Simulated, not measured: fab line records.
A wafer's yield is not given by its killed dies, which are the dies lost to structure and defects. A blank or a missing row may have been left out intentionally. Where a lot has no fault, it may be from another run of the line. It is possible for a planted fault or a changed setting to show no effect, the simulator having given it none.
A struck lot beside a sound one || flow sky130 || 16 steps out of a route of 708
Sound: the wafers L142.3, L142.5, L142.6. The struck wafers were L143.2, L143.5, L143.6. Last of all comes the cause.
Each step with rows lists, per side, the tool, then ch with its chambers, then its first start. Under that, the readings that differ: sound wafers || struck wafers || difference of the means || sigmas: that difference in standard deviations of wafers without a fault.
alike: readings whose means differ by less than 2 such deviations, and words and numbers that are the same on both sides. not compared: withheld readings, readings that some wafer has no value for, bounds like >300 that may hide the same value, and numbers for which the record gives no deviation and whose values overlap.
A row with sigmas, a row that says differs or no value, or rows on one side alone: a step with any of these is where the two part. When numbers do not overlap yet have no deviation, they are printed without sigmas and do not part them. A reading that every wafer of one side lacks parts them only if that side has two wafers or more.

first, 5 steps without rows for these wafers: SKY_SONOS_TUNNEL_COAT_02 (resist thk 1140 nm); SKY_SONOS_TUNNEL_SOFTBAKE_03 (time 60 s); SKY_SONOS_TUNNEL_EXPOSE_04 (exposes mask TUNM, target cd 410 nm); SKY_SONOS_TUNNEL_PEB_05; SKY_SONOS_TUNNEL_DEVELOP_06 (develop time 60 s).
SKY_SONOS_TUNNEL_CD_MEAS_07: target cd 410 nm.
  sound on cd sem-01, day 13 04:46; struck on cd sem-02, day 13 11:11
  alike: cd nm
SKY_SONOS_TUNNEL_OVL_MEAS_08:
  sound on overlay-01, day 13 04:51; struck on overlay-02, day 13 11:18
  alike: SONOS_TUNNEL_OVL
then, 3 steps without rows for these wafers: SKY_SONOS_TUNNEL_IMPLANT_09; SKY_SONOS_TUNNEL_WET_ETCH_10 (etches SiO2 in dHF, target depth 14 nm, time 280 s); SKY_SONOS_TUNNEL_STRIP_11 (strips in SPM, time 600 s).
SKY_SONOS_TUNNEL_TW_MEAS_12:
  sound on film metro-01, day 13 05:19; struck on film metro-02, day 13 11:45
{"reading": "SONOS_TUNNEL_TW", "sound": "195.1 194.7 195.6", "struck": "199.2 200.2 198.3", "difference": "+4.1", "sigmas": "+3"}
then, 1 step without rows for these wafers: SKY_SONOS_TUNNEL_CLEAN_13 (cleans in dHF, time 20 s).
SKY_SONOS_ONO_OXIDATION_00: stabilise 600 s, purge 300 s, target thk 2.6 nm.
  sound on furnace-01 ch 0, day 13 05:22; struck on furnace-02 ch 0, day 13 14:13
SKY_SONOS_ONO_THK_MEAS_01:
  sound on film metro-02, day 13 06:44; struck on film metro-01, day 13 15:54
{"reading": "SONOS_ONO_OXIDATION_THK (nm)", "sound": "2.55 2.57 2.66", "struck": "4.34 4.16 4.30", "difference": "+1.67", "sigmas": "+29"}
then, 1 step without rows for these wafers: SKY_SONOS_ONO_CVD_02 (deposits Si3N4 from DCS/NH3, target thk 10.5 nm, time 180 s).
-- a jump in the record: the struck wafers' starts before and after are 34 days apart (it breaks off in module SONOS_ONO and resumes in module PAD_OPEN, where the first step shown is number 708 of the route) --
SKY_PAD_OPEN_PROBE_99:
  the record has rows for the struck wafers here (prober-02, day 47 16:40) and none for the sound ones

== WHERE THEY PART ==
First at SKY_SONOS_TUNNEL_TW_MEAS_12; last, within this record, at SKY_PAD_OPEN_PROBE_99.

WHY: what the simulator had put in
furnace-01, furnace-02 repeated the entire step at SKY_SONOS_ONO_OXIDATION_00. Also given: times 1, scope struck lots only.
